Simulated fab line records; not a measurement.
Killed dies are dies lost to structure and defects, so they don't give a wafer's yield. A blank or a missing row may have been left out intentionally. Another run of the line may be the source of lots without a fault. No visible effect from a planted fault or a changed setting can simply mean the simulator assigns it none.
Problem report, 8D (eight disciplines) form, completed by code || flow sfq-line || the parts of the form that need people (team, actions taken, sign-off) are left out

1. PROBLEM STATEMENT
Mean of spin-speed-rpm at SFQ_TRILAYER_L0_VIA_LITHO_COAT_013: 2898.4 rpm across 9 wafers in 3 lots; on wafers with no fault it is 3000.1 rpm (standard deviation 1.9). Measured from the usual mean, that is -54 standard deviations.
The step: resist thk 650 nm.
First observed at day 6 18:56: wafer L931.2, on litho-track-01. The record holds 21 wafers of 7 lots with a number at this step. Rule for "out", or "out of limits": more than 4 standard deviations from the usual mean. The other wafers with a number count as sound.

2. WHAT THIS IS AND IS NOT
{"question": "which readings at this step", "is": "spin-speed-rpm", "is not": "-"}
{"question": "which lots", "is": "L931, L934, L936", "is not": "L918, L929, L935, L938"}
{"question": "which wafers of those lots", "is": "all that have a number", "is not": "-"}
{"question": "read on which tools", "is": "litho-track-01", "is not": "litho-track-02, litho-track-04"}
{"question": "when", "is": "from day 6 18:56", "is not": "up to then (6 sound wafers); but 6 sound wafers of L935, L938 came after"}

3. WHAT RULES OUT EACH SUSPECT
Counting: a tool at any process step up to the reading remains a suspect when it ran all the lots that are out and ran no sound lot after the first of those.
- rie-metal-03 at SFQ_TRILAYER_L0_BARC_OPEN_METAL_ETCH_010 (etches BARC in O2, target depth 125 nm, time 41.7 s): ruled out as a lasting fault. Following L931 (day 6 17:36), the first lot on it that is out, the sound lots L938 were run on it.
- rie-metal-03 at SFQ_TRILAYER_L0_ETCH_METAL_ETCH_008 (etches MoNx KI in SF6/O2, stops on SiO2, target depth 50 nm, time 25 s): ruled out as a lasting fault. Following L931 (day 6 17:40), the first lot on it that is out, the sound lots L938 were run on it.
- rie-metal-03 at SFQ_TRILAYER_L0_STRIP_STRIP_009 (strips in O2): ruled out as a lasting fault. Following L931 (day 6 17:42), the first lot on it that is out, the sound lots L938 were run on it.
- litho-track-01 at SFQ_TRILAYER_L0_VIA_LITHO_COAT_013 (resist thk 650 nm): kept. It ran every lot that is out, first L931 (day 6 18:56), and no sound lot after that; its last sound lot up to then is L918 (day 3 14:35). Its own readings are out on those wafers: spin-speed-rpm.
Left after counting: litho-track-01 at SFQ_TRILAYER_L0_VIA_LITHO_COAT_013.

4. THE CAUSE (what the simulator had put in)
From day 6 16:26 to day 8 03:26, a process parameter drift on litho-track-01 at SFQ_TRILAYER_L0_VIA_LITHO_COAT_013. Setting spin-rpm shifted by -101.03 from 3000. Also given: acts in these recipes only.
The count eliminated every tool but this one.

5. SEQUENCE OF EFFECTS, ordered by route
Each row: a reading where the mean over the struck wafers with a number is more than 3 standard deviations away from the usual. Only readings whose record carries a usual standard deviation are examined. hours: median over the lots of the time between each lot's start at the first step of this table that gives one and its start at this step. sigmas: the change, counted in usual standard deviations.
{"hours": 0, "step": "SFQ_TRILAYER_L0_VIA_LITHO_COAT_013", "reading": "spin-speed-rpm", "usual": "3000.1 rpm", "on struck wafers": 2898.4, "change": -101.7, "sigmas": -54}
It contains these process steps:
- SFQ_TRILAYER_L0_VIA_LITHO_COAT_013: resist thk 650 nm.
At these later measuring or inspecting steps, every struck wafer for which the step has a row has a number for every such reading, and none has moved that far: SFQ_L0V_OVL_MEAS_903.

6. HOW IT WOULD HAVE BEEN CAUGHT EARLIER
In this record no reading fell out of limits until day 6 18:56, 2 hours after the fault had begun at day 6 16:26.
